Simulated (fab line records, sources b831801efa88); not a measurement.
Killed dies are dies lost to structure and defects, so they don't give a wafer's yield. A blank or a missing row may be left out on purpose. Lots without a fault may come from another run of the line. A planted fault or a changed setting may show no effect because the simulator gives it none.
Which tool did it? | flow sky130 | 12 lots, 36 wafers sampled, at 4 steps of a route of 708

WHAT THE GAUGES READ, wafer by wafer
SKY_VT_ADJUST_LVTN_OVL_MEAS_07.
lot  | measured     | on         | VT_ADJUST_LVTN_OVL (nm)
L277 | day 6 20:46  | overlay-01 | 1.6 1.6 0.8
L278 | day 7 02:05  | overlay-01 | 1.6 0.9 -0.7
L279 | day 7 12:07  | overlay-01 | -1.2 -1.5 -0.5
L280 | day 7 20:04  | overlay-02 | -0.3 0.8 0.4
L281 | day 8 00:02  | overlay-02 | -0.8 -4.0 2.4
L282 | day 8 02:13  | overlay-02 | -3.7 -2.8 -0.9
L284 | day 8 18:16  | overlay-01 | 0.0 -0.6 0.4
L285 | day 8 23:16  | overlay-01 | 1.0 1.3 -0.6
L290 | day 10 12:16 | overlay-02 | 0.6 -0.6 0.4
L291 | day 10 19:46 | overlay-02 | -0.8 0.4 -0.2
L297 | day 12 12:26 | overlay-01 | -0.7 -0.4 0.9
L299 | day 13 00:52 | overlay-01 | 1.0 1.2 -0.2

WHICH TOOL RAN EACH LOT (tool, then ch and the chambers of the sampled wafers, then the start)
lot  | SKY_FIELD_ISO_ETCH_14             | SKY_FIELD_ISO_STRIP_16              | SKY_FIELD_ISO_CMP_27
L277 | rie_diel-02 ch 0,2,3, day 2 04:56 | plasma_asher-01 ch 0,1, day 2 05:02 | cmp-01 ch 1,2,3, day 2 10:11
L278 | rie_diel-04 ch 0,3, day 2 09:58   | plasma_asher-01 ch 0,1, day 2 10:04 | cmp-01 ch 1,2,3, day 2 14:30
L279 | rie_diel-04 ch 0,1, day 2 15:25   | plasma_asher-04 ch 0,1, day 2 15:33 | cmp-02 ch 1,2,3, day 2 19:53
L280 | rie_diel-03 ch 0,1, day 2 23:02   | plasma_asher-01 ch 0,1, day 2 23:08 | cmp-01 ch 0,2,3, day 3 03:13
L281 | rie_diel-03 ch 0,2, day 3 02:14   | plasma_asher-02 ch 0,1, day 3 02:20 | cmp-02 ch 0,1,3, day 3 07:32
L282 | rie_diel-03 ch 2,3, day 3 06:27   | plasma_asher-01 ch 0,1, day 3 06:33 | cmp-01 ch 0,1, day 3 10:33
L284 | rie_diel-03 ch 2,3, day 3 16:41   | plasma_asher-01 ch 0,1, day 3 16:49 | cmp-01 ch 0,2,3, day 3 22:12
L285 | rie_diel-03 ch 0,2,3, day 3 22:26 | plasma_asher-01 ch 0,1, day 3 22:32 | cmp-01 ch 0,2,3, day 4 02:40
L290 | rie_diel-03 ch 0,2,3, day 5 00:21 | plasma_asher-02 ch 0,1, day 5 00:29 | cmp-01 ch 2,3, day 5 06:07
L291 | rie_diel-02 ch 0,1,3, day 5 04:22 | plasma_asher-01 ch 0,1, day 5 04:28 | cmp-02 ch 0,2,3, day 5 10:33
L297 | rie_diel-03 ch 1,2, day 6 14:28   | plasma_asher-02 ch 0,1, day 6 14:34 | cmp-02 ch 1,2,3, day 6 19:20
L299 | rie_diel-04 ch 2,3, day 6 23:24   | plasma_asher-04 ch 0,1, day 6 23:30 | cmp-02 ch 0,2,3, day 7 04:59
- SKY_FIELD_ISO_ETCH_14: etches BARC in N2/H2, stops on SiO2, time 45.9 s, target depth 60 nm.
- SKY_FIELD_ISO_STRIP_16: strips in O2/N2.
- SKY_FIELD_ISO_CMP_27: polishes, stops on Si3N4, t overpolish 16 s, target thk 457.8 nm.

WHAT THE TOOLS THEMSELVES READ (means of the sampled wafers that have a number; where no wafer has one, the mark that the record gives instead)
SKY_FIELD_ISO_ETCH_14.
lot  | tool        | drypump_motor_current_A (A) | n2_flow_sccm (sccm) | oes_product_au (a.u.) | throttle_valve_pct (%)
L277 | rie_diel-02 | 5.9                         | 99.99               | 0.854                 | 13.229
L278 | rie_diel-04 | 6.3                         | 100.03              | 0.853                 | 13.233
L279 | rie_diel-04 | 6.1                         | 100.09              | 0.851                 | 13.221
L280 | rie_diel-03 | 5.2                         | 100.08              | 0.857                 | 13.218
L281 | rie_diel-03 | 5.5                         | 100.09              | 0.853                 | 13.223
L282 | rie_diel-03 | 6.1                         | 99.87               | 0.857                 | 13.230
L284 | rie_diel-03 | 6.1                         | 100.01              | 0.852                 | 13.217
L285 | rie_diel-03 | 5.5                         | 100.12              | 0.861                 | 13.223
L290 | rie_diel-03 | 5.5                         | 99.89               | 0.854                 | 13.225
L291 | rie_diel-02 | 5.8                         | 100.16              | 0.853                 | 13.218
L297 | rie_diel-03 | 6.3                         | 100.10              | 0.850                 | 13.218
L299 | rie_diel-04 | 6.0                         | 99.88               | 0.862                 | 13.224

SKY_FIELD_ISO_STRIP_16.
lot  | tool            | drypump_motor_current_A (A) | n2_flow_sccm (sccm) | oes_product_au (a.u.) | strip_time_to_endpoint_s (s)
L277 | plasma_asher-01 | 5.87                        | 300.5               | 0.374                 | 3.55
L278 | plasma_asher-01 | 5.72                        | 300.2               | 0.378                 | 3.59
L279 | plasma_asher-04 | 5.60                        | 300.1               | 0.386                 | 3.61
L280 | plasma_asher-01 | 5.86                        | 299.6               | 0.379                 | 3.54
L281 | plasma_asher-02 | 5.51                        | 299.2               | 0.378                 | 3.54
L282 | plasma_asher-01 | 5.86                        | 299.4               | 0.376                 | 3.56
L284 | plasma_asher-01 | 5.87                        | 300.0               | 0.383                 | 3.56
L285 | plasma_asher-01 | 5.71                        | 300.1               | 0.375                 | 3.56
L290 | plasma_asher-02 | 5.47                        | 299.3               | 0.378                 | 3.57
L291 | plasma_asher-01 | 5.71                        | 299.6               | 0.374                 | 3.56
L297 | plasma_asher-02 | 5.53                        | 299.5               | 0.379                 | 3.51
L299 | plasma_asher-04 | 5.55                        | 300.0               | 0.385                 | 3.57

SKY_FIELD_ISO_CMP_27.
lot  | tool   | motor_current_A (A) | overpolish_run_s (s) | time_to_endpoint_s (s)
L277 | cmp-01 | 12.4                | 16.013               | 110
L278 | cmp-01 | 12.5                | 16.002               | 115
L279 | cmp-02 | 10.9                | 16.003               | 110
L280 | cmp-01 | 13.1                | 15.997               | 112
L281 | cmp-02 | 10.7                | 16.005               | 108
L282 | cmp-01 | 12.5                | 15.991               | 111
L284 | cmp-01 | 13.1                | 16.006               | 115
L285 | cmp-01 | 13.2                | 16.014               | 108
L290 | cmp-01 | 12.6                | 16.005               | 146
L291 | cmp-02 | 11.3                | 16.000               | 113
L297 | cmp-02 | 11.1                | 16.000               | 111
L299 | cmp-02 | 11.5                | 15.996               | 110

THE ANSWER, worked out from the rows above alone
Rule: what is usual is taken from the lots themselves. Put in order of their means at a reading, lots are off if they are a third of the lots or fewer, leave a main group of 4 or more, and stand apart from it by a gap of 3 or more times the standard deviation of the main group's means; of several such gaps the widest counts. A main group whose means are all the same, to the digits that the tables above print for the reading, isn't used. A lot without any number at a reading at which 4 lots or more have one is off too. The other lots that the step has rows for count as sound. The gauges are gone through in route order, then the tools' own readings, and for those a lot's mean is taken as printed above. The first step at which some lot is off is used, and at that step the reading that is off furthest; a lot without a number counts as furthest.
Off: L290, at SKY_FIELD_ISO_CMP_27 (time_to_endpoint_s). The main group: mean 111 s, standard deviation 2.3.
A tool fits if, at that step or a process step before it, it ran every lot that is off, and no sound lot after the first of them. One fits: cmp-01 at SKY_FIELD_ISO_CMP_27. Its last sound lot is L285 (day 4 02:40), its first lot that is off L290 (day 5 06:07): a fault that began between those two fits.
The tool's own readings at SKY_FIELD_ISO_CMP_27 bear it out: on the lots that are off they differ by more than 5 times the standard deviation of the sound lots' means. time_to_endpoint_s reads 146 s there against 111 s on the sound lots.

WHAT THE SIMULATOR HAD PUT IN
Process parameter drift: cmp-01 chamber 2, from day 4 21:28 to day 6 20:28, at SKY_FIELD_ISO_CMP_27. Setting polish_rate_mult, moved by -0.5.
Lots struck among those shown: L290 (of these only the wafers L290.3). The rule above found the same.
